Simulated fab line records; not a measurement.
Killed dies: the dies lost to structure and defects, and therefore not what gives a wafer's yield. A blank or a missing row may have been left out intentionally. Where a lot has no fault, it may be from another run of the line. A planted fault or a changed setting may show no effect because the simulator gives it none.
A lot that was struck, set against a sound lot	flow gf180mcu	44 steps out of a route of 602
Sound: these wafers, L182.3, L182.5, L182.6. Wafers struck: L191.1, L191.3, L191.5. The cause comes at the end.
Per side, at each step with rows, come the tool, then ch with its chambers, and then its first start. Under that, the readings that differ: sound wafers	struck wafers	difference of the means	sigmas: that difference in standard deviations of wafers without a fault.
alike: a reading whose means differ by less than 2 such deviations, as well as words and numbers matching on both sides. not compared: withheld readings; readings where some wafer has no value; bounds like >300 that might hide an equal value; numbers whose values overlap and for which the record gives no deviation.
The two part at a step that has a row with sigmas, a row that says differs or no value, or rows on one side only. When numbers do not overlap yet have no deviation, they are printed without sigmas and do not part them. A reading missing from all wafers of one side parts the sides only when that side holds two or more wafers.

first, 5 steps without rows for these wafers: GF_V3_STRIP_19 (strips in post etch residue remover, time 1200 s); GF_V3_CLEAN_20 (cleans in DIW); GF_V3_SPUTTER_21 (material Ti, target thk 15 nm, time 80.02 s); GF_V3_SPUTTER_22 (material TiN, target thk 10 nm, time 40 s); GF_V3_CVD_23 (deposits W, target thk 350 nm, time 104.9 s).
GF_V3_RS_MEAS_24: measurement is done with a four-point probe.
  sound: film_metro-04 at day 22 19:26; struck: film_metro-02 at day 26 07:13
  alike: V3_W_RS
GF_V3_THK_MEAS_25: measures by xrf.
  sound: film_metro-04 at day 22 19:32; struck: film_metro-02 at day 26 07:20
  alike: V3_W_THK
then, 1 step without rows for these wafers: GF_V3_CMP_26 (polishes, stops on SiO2, t overpolish 15 s, target thk 0 nm).
GF_M4_SPUTTER_00: material Ti, target thk 37.5 nm, time 145 s.
  sound: pvd_sputter-04 at day 22 19:53; struck: pvd_sputter-01 at day 26 07:41
  alike: cathode_dc_power_W, throttle_valve_pct
then, 1 step without rows for these wafers: GF_M4_SPUTTER_01 (material TiN, target thk 30 nm, time 25 s).
GF_M4_SPUTTER_02: material AlCu, target thk 450 nm, time 23.9 s.
  sound: pvd_sputter-04 at day 22 20:01; struck: pvd_sputter-01 at day 26 07:49
  alike: cathode_dc_power_W, throttle_valve_pct
then, 1 step without rows for these wafers: GF_M4_SPUTTER_03 (material Ti, target thk 10 nm, time 6.7 s).
GF_M4_SPUTTER_04: material TiN, target thk 50 nm, time 41.7 s.
  sound: pvd_sputter-04 at day 22 20:04; struck: pvd_sputter-01 at day 26 07:52
reading	sound	struck	difference	sigmas
cathode_dc_power_W (W)	6500.2 6499.0 6498.9	6293.2 6293.7 6293.1	-206.0	-99 or more
model.TiN_of_M4_SPUTTER_04.thk_nm (nm)	50.48 49.46 50.54	48.18 48.47 47.53	-2.10	
  alike: throttle_valve_pct
GF_M4_RS_MEAS_05: measurement is done with a four-point probe.
  sound: film_metro-02 at day 22 20:08; struck: film_metro-03 at day 26 07:55
  alike: M4_ALCU_RS
GF_M4_THK_MEAS_06: measures by xrf.
  sound: film_metro-02 at day 22 20:14; struck: film_metro-03 at day 26 08:02
  alike: M4_ALCU_THK
then, 7 steps without rows for these wafers: GF_M4_DEHYDRATE_07 (time 60 s); GF_M4_HMDS_08 (prime time 60 s); GF_M4_COAT_09 (resist thk 1000 nm); GF_M4_SOFTBAKE_10 (time 60 s); GF_M4_EXPOSE_11 (exposes mask Metal4, target cd 280 nm); GF_M4_PEB_12 (peb time 90 s); GF_M4_DEVELOP_13 (develop time 60 s).
GF_M4_CD_MEAS_14: the cd target is 280 nm.
  sound: cd_sem-01 at day 23 18:21; struck: cd_sem-01 at day 27 04:04
  alike: cd_nm
GF_M4_OVL_MEAS_15:
  sound: overlay-02 at day 23 18:26; struck: overlay-01 at day 27 04:11
  alike: M4_OVL
then, 1 step without rows for these wafers: GF_M4_METAL_ETCH_16 (etches the open film in Cl2/BCl3, stops on SiO2, target depth 750.8 nm, time 125.1 s).
GF_M4_STRIP_17: strips in O2/N2.
  sound on plasma_asher-03 ch 0,1, day 23 18:38; struck on plasma_asher-01 ch 0,1, day 27 04:21
  alike: drypump_motor_current_A, heater_power_w, oes_product_au, strip_time_to_endpoint_s
  not compared: rf_hours_counter_h
then, 3 steps without rows for these wafers: GF_M4_STRIP_18 (strips in post etch residue remover, time 1200 s); GF_M4_CLEAN_19 (cleans in DIW); GF_V4_CVD_00 (deposits SiO2, target thk 600 nm, time 100 s).
GF_V4_THK_MEAS_01:
  sound: film_metro-02 at day 23 19:13; struck: film_metro-02 at day 27 05:23
  alike: V4_CVD_00_THK
GF_V4_CVD_02: deposits SiO2 from TEOS, target thk 850 nm, time 94.851 s.
  sound on pecvd-03 ch 0,1,2, day 23 19:16; struck on pecvd-03 ch 1,2, day 27 05:27
  alike: heater_power_outer_w, heater_power_w
GF_V4_THK_MEAS_03:
  sound: film_metro-02 at day 23 19:21; struck: film_metro-01 at day 27 05:31
  alike: V4_CVD_02_THK
GF_V4_CMP_04: polishes SiO2.
  sound on cmp-02 ch 2,3, day 23 19:26; struck on cmp-02 ch 0,2, day 27 05:37
  alike: motor_current_A, time_to_endpoint_s
GF_V4_BOW_MEAS_05:
  sound: film_metro-03 at day 23 19:44; struck: film_metro-01 at day 27 05:52
  alike: V4_BOW
then, 8 steps without rows for these wafers: GF_V4_DEHYDRATE_06 (time 60 s); GF_V4_HMDS_07 (prime time 60 s); GF_V4_COAT_08; GF_V4_COAT_09 (resist thk 1000 nm); GF_V4_SOFTBAKE_10 (time 60 s); GF_V4_EXPOSE_11 (exposes mask Via4, target cd 260 nm); GF_V4_PEB_12 (peb time 90 s); GF_V4_DEVELOP_13 (develop time 60 s).
GF_V4_STRIP_19: strips in post etch residue remover, time 1200 s.
  sound on wet_bench-04 ch 3, day 24 18:47; struck on wet_bench-01 ch 0, day 28 02:29
reading	sound	struck	difference	sigmas
model.TiN_of_M4_SPUTTER_04.thk_nm (nm)	49.64 48.61 49.7	47.35 47.63 46.69	-2.09	
GF_PASSIVATION_PROBE_99:
  the record has rows for the sound wafers here (prober-02, day 29 08:18) and none for the struck ones

WHERE THEY PART
At GF_M4_SPUTTER_04 first; at GF_PASSIVATION_PROBE_99 last (within this record only).

WHY: what the simulator had put in
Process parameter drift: pvd_sputter-01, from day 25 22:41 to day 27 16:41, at GF_M4_SPUTTER_04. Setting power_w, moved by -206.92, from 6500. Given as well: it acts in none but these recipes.
